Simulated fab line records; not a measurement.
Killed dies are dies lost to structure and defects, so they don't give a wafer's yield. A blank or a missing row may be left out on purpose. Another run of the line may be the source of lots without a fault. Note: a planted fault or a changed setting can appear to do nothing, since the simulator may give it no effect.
One fault seen from 2 desks -- flow gf180mcu -- numbers are kept per desk, each desk with only its own; the story behind them comes last

## THE TOOL OWNER'S DESK: rie-diel-01
The tool's own readings at GF_CONTACT_ETCH_16 (etches BARC in N2/H2): means of the sampled wafers that have a number, for each lot that ran on this tool. Marked OUT: a lot whose mean sits more than 4 standard deviations from the usual mean, which makes it out of limits; the brackets give that distance.
Columns: A = bias-w at GF_CONTACT_ETCH_16, usual 100.0 W; B = drypump-motor-current-A at GF_CONTACT_ETCH_16, usual 5.6 A; C = oes-product-au at GF_CONTACT_ETCH_16, usual 0.855 a.u.; D = rf-fwd-power-W at GF_CONTACT_ETCH_16, usual 495.2 W; E = throttle-valve-pct at GF_CONTACT_ETCH_16, usual 13.225 %
lot,first seen here,A,B,C,D,E
L346,day 16 03:38,100.1,5.1,0.847,493.8,13.235
L347,day 16 13:44,100.0,5.6,0.859,496.0,13.231
L352,day 18 16:29,100.4,5.8,0.858,493.8,13.224
L361,day 22 01:15,89.5 (-31) OUT,5.6,0.857,496.9,13.220
L362,day 22 16:11,89.9 (-30) OUT,5.7,0.857,495.1,13.226
This desk's verdict: out of limits on L361, L362, starting with L361 at day 22 01:15 (bias-w at GF_CONTACT_ETCH_16). In limits: L346, L347, L352.

## AT THE METROLOGY DESK
Lot by lot, what the gauges showed, no matter which tool ran the lot: averages of those sampled wafers that carry a number. Marked OUT: a lot whose mean sits more than 4 standard deviations from the usual mean, which makes it out of limits; the brackets give that distance.
Columns: A = cd-nm at GF_V2_CD_MEAS_14, usual 260.2 nm
lot,first seen here,A
L345,day 19 23:30,261.9
L346,day 20 05:20,261.6
L347,day 20 19:08,258.4
L349,day 21 21:57,259.2
L350,day 21 23:11,262.0
L351,day 22 08:50,258.3
L352,day 22 22:03,260.3
L361,day 25 23:58,260.4
L363,day 26 12:34,261.1
L362,day 26 14:02,258.4
L365,day 27 06:59,260.7
L366,day 27 11:01,259.7
L367,day 27 17:46,259.9
Result from this desk: across the 13 lots, nothing is out of limits.

## TAKEN TOGETHER
At day 22 01:15, on L361, L362, the tool owner's desk was in a position to raise an alarm.
The metrology desk saw nothing out of limits.
The metrology desk has L361, L362 on record, within its limits.
GF_CONTACT_ETCH_16 was run on rie-diel-01 by each of the lots named.

## WHAT THE SIMULATOR HAD INSERTED
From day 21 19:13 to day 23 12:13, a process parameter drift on rie-diel-01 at GF_CONTACT_ETCH_16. From 100, the setting bias-w moved by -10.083. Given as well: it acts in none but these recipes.
Struck lots among those shown: L361, L362.
How many hours passed from the start of the fault until each desk's first out-of-limits reading: the tool owner's desk, 6.
